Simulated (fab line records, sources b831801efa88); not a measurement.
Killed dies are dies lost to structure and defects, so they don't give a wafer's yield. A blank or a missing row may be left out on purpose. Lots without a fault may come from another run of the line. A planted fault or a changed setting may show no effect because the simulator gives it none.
One fault seen from 2 desks | flow sky130 | each desk has only its own numbers; what lay behind them comes last

THE TOOL OWNER'S DESK: implanter-04
The tool's own readings at SKY_GATE_OXIDE_IMPLANT_11: means of the sampled wafers that have a number, for each lot that ran on this tool. A lot is out of limits, marked OUT, if its mean lies more than 4 standard deviations from the usual mean; the brackets give that distance.
Columns: A = dose_ions_cm2 at SKY_GATE_OXIDE_IMPLANT_11, usual 2.6007e+12; B = faraday_current_uA at SKY_GATE_OXIDE_IMPLANT_11, usual 14.7
lot  | first seen here | A                            | B
L664 | day 14 09:14    | 2.6043e+12                   | 14.5
L666 | day 15 00:58    | 2.6008e+12                   | 14.2
L668 | day 15 14:38    | 2.6017e+12                   | 14.7
L671 | day 16 16:02    | 2.5993e+12                   | 14.9
L681 | day 20 11:58    | 1.5020e+12 (-99 or more) OUT | 8.3 (-20) OUT
L683 | day 20 19:58    | 1.5014e+12 (-99 or more) OUT | 8.6 (-19) OUT
This desk's finding: out of limits on L681, L683; first on L681, day 20 11:58 (dose_ions_cm2 at SKY_GATE_OXIDE_IMPLANT_11). In limits: L664, L666, L668, L671.

THE METROLOGY DESK
What the gauges read, lot by lot, whatever tool the lot ran on: means of the sampled wafers that have a number. A lot is out of limits, marked OUT, if its mean lies more than 4 standard deviations from the usual mean; the brackets give that distance.
Columns: A = cd_nm at SKY_VT_ADJUST_HVTR_CD_MEAS_07, usual 380.0 nm; B = SONOS_ONO_CVD_02_THK at SKY_SONOS_ONO_THK_MEAS_03, usual 10.49 nm; C = GATE_OXIDE_TW at SKY_GATE_OXIDE_TW_MEAS_14, usual 226.2
lot  | first seen here | A     | B     | C
L664 | day 9 20:17     | 379.0 | 10.72 | 224.9
L665 | day 10 07:25    | 379.6 | 10.38 | 225.6
L666 | day 10 09:13    | 380.1 | 10.47 | 225.8
L667 | day 10 18:58    | 382.6 | 10.59 | 225.7
L668 | day 11 01:05    | 376.7 | 10.39 | 228.9
L669 | day 11 10:40    | 379.4 | 10.56 | 225.1
L670 | day 11 13:38    | 383.3 | 10.41 | 226.3
L671 | day 12 00:02    | 384.5 | 10.58 | 228.4
L681 | day 15 04:31    | 382.1 | 10.39 | 193.1 (-18) OUT
L683 | day 15 14:58    | 382.9 | 10.53 | 195.6 (-17) OUT
L684 | day 16 03:07    | 380.1 | 10.71 | 224.9
L686 | day 17 02:52    | 372.6 | 10.58 | 223.4
This desk's finding: out of limits on L681, L683; first on L681, day 20 12:19 (GATE_OXIDE_TW at SKY_GATE_OXIDE_TW_MEAS_14). In limits: L664, L665, L666, L667, L668, L669, L670, L671, L684, L686.

PUT TOGETHER
The tool owner's desk could have raised an alarm at day 20 11:58, on L681, L683.
The metrology desk could have raised an alarm at day 20 12:19, on L681, L683.
Of the lots named, all ran SKY_GATE_OXIDE_IMPLANT_11 on implanter-04.

WHAT THE SIMULATOR HAD PUT IN
Process parameter drift: implanter-04, from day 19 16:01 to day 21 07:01, at SKY_GATE_OXIDE_IMPLANT_11. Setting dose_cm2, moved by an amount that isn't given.
Lots struck among those shown: L681, L683.
Hours from the fault's start to each desk's first reading out of limits: the tool owner's desk, 20; the metrology desk, 20.
